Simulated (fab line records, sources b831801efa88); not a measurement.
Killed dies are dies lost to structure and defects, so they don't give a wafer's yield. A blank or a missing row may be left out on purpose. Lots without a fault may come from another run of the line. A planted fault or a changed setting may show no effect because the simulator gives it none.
Chamber matching | flow gf180mcu | GF_SAB_ETCH_11 on rie_diel-04: 4 sister chambers
The step etches SiO2 in C4F8/O2/Ar, target depth 55 nm, time 8.5 s. 8 wafers are shown with their chamber, then 7 later ones without.

WAFERS WITH THEIR CHAMBER
wafer  | chamber | oes_product_au (a.u.) | bias_w (W)
L209.5 | 1       | 0.994                 | 1194
L213.1 | 2       | 0.992                 | 1197
L213.2 | 1       | 0.995                 | 1196
L213.3 | 3       | 0.995                 | 1200
L216.3 | 3       | 0.995                 | 1203
L216.6 | 0       | 1.012                 | 1196
L223.1 | 0       | 1.011                 | 1205
L223.2 | 2       | 0.987                 | 1194

WAFERS WITHOUT THEIR CHAMBER
wafer  | oes_product_au (a.u.) | bias_w (W)
L223.6 | 0.990                 | 1201
L225.1 | 1.007                 | 1208
L225.3 | 0.996                 | 1198
L225.6 | 0.987                 | 1202
L229.1 | 1.002                 | 1202
L229.3 | 0.998                 | 1211
L229.4 | 1.000                 | 1196

WHICH CHAMBER EACH WENT THROUGH
wafer  | from the rows above          | in truth
L223.6 | can't be placed: 2 or 3 or 1 | 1
L225.1 | 0                            | 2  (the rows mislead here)
L225.3 | can't be placed: 3 or 1      | 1
L225.6 | 2                            | 2
L229.1 | can't be placed: 3 or 1 or 0 | 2
L229.3 | can't be placed: 3 or 1      | 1
L229.4 | can't be placed: 1 or 3      | 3
Placed correctly: 1 of 7. Can't be placed from these rows: 5 (the true chamber is among the candidates in 4). Placed wrongly: 1.
How it was worked out, from the rows above alone: a wafer's distance from a chamber is the root of the sum, over the readings, of the square of ((its reading less the chamber's mean) divided by the reading's scatter). The wafer belongs to the nearest chamber; if the next one is less than 2 further off, it can't be placed. A chamber's mean is the mean of its shown wafers. The scatter: the root of (the sum of the squares of (reading less its chamber's mean) over the shown wafers, divided by (wafers less chambers)).
